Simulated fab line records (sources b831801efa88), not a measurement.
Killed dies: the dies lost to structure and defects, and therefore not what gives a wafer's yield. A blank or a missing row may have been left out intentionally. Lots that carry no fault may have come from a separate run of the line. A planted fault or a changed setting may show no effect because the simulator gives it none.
Struck lot and sound lot, side by side + flow gf180mcu + 14 out of 602 route steps
Sound: these wafers, L852.2, L852.4, L852.6. Wafers L856.1, L856.2, L856.3 were the ones struck. The cause is named last.
At each step with rows: each side's tool, then ch and its chambers, then its first start. Under that, the readings that differ: sound wafers + struck wafers + difference of the means + sigmas: that difference in standard deviations of wafers without a fault.
alike: same words and numbers on both sides, and readings whose means sit less than 2 such deviations apart. not compared: any withheld reading, any reading some wafer has no value for, any bound like >300 that may hide the same value, and any number with overlapping values for which the record gives no deviation.
A row with sigmas, a row that says differs or no value, or rows on one side alone: a step with any of these is where the two part. Numbers that don't overlap but have no deviation are shown without sigmas and don't part them. A reading that every wafer of one side lacks parts them only if that side has two wafers or more.

first, 2 steps without rows for these wafers: GF_VT_IMPLANT_PEB_27; GF_VT_IMPLANT_DEVELOP_28 (develop time 60 s).
GF_VT_IMPLANT_OVL_MEAS_29:
  sound: overlay-02 at day 9 10:40; struck: overlay-02 at day 10 09:40
  alike: VT_IMPLANT_02_OVL
following that, these wafers have no rows for 1 step: GF_VT_IMPLANT_IMPLANT_30.
GF_VT_IMPLANT_STRIP_31: strips in O2/N2.
  sound on plasma asher-01 ch 0,1, day 9 10:51; struck on plasma asher-04 ch 0,1, day 10 09:51
  alike: drypump motor current A, heater power w, n2 flow sccm, oes product au, strip time to endpoint s
  not compared: rf hours counter h
GF_VT_IMPLANT_TW_MEAS_32:
  sound: film metro-01 at day 9 10:58; struck: film metro-01 at day 10 09:57
  alike: VT_IMPLANT_3_TW
then, 6 steps without rows for these wafers: GF_VT_IMPLANT_DEHYDRATE_33 (time 60 s); GF_VT_IMPLANT_HMDS_34 (prime time 60 s); GF_VT_IMPLANT_COAT_35 (resist thk 1000 nm); GF_VT_IMPLANT_SOFTBAKE_36 (time 60 s); GF_VT_IMPLANT_EXPOSE_37 (exposes mask Nwell HV AREA, target cd 860 nm); GF_VT_IMPLANT_PEB_38.
GF_VT_IMPLANT_DEVELOP_39: develop time 60 s.
  sound on litho track-04 ch 0, day 10 04:29; struck on litho track-03, day 11 03:49
  no value came back on the struck wafers for chill plate temp C (C), develop time s (s); on the sound wafers chill plate temp C (C) reads 22.93 22.96 22.93
GF_VT_IMPLANT_OVL_MEAS_40:
  sound: overlay-01 at day 10 04:37; struck: overlay-01 at day 11 03:58
| reading                | sound        | struck | difference                    | sigmas |
|------------------------|--------------|--------|-------------------------------|--------|
| VT_IMPLANT_03_OVL (nm) | 0.7 0.0 -0.2 | - - -  | no value on the struck wafers |        |

## WHERE THEY PART
At GF_VT_IMPLANT_DEVELOP_39 first; at GF_VT_IMPLANT_OVL_MEAS_40 last (within this record only).

WHY: whatever the simulator had introduced
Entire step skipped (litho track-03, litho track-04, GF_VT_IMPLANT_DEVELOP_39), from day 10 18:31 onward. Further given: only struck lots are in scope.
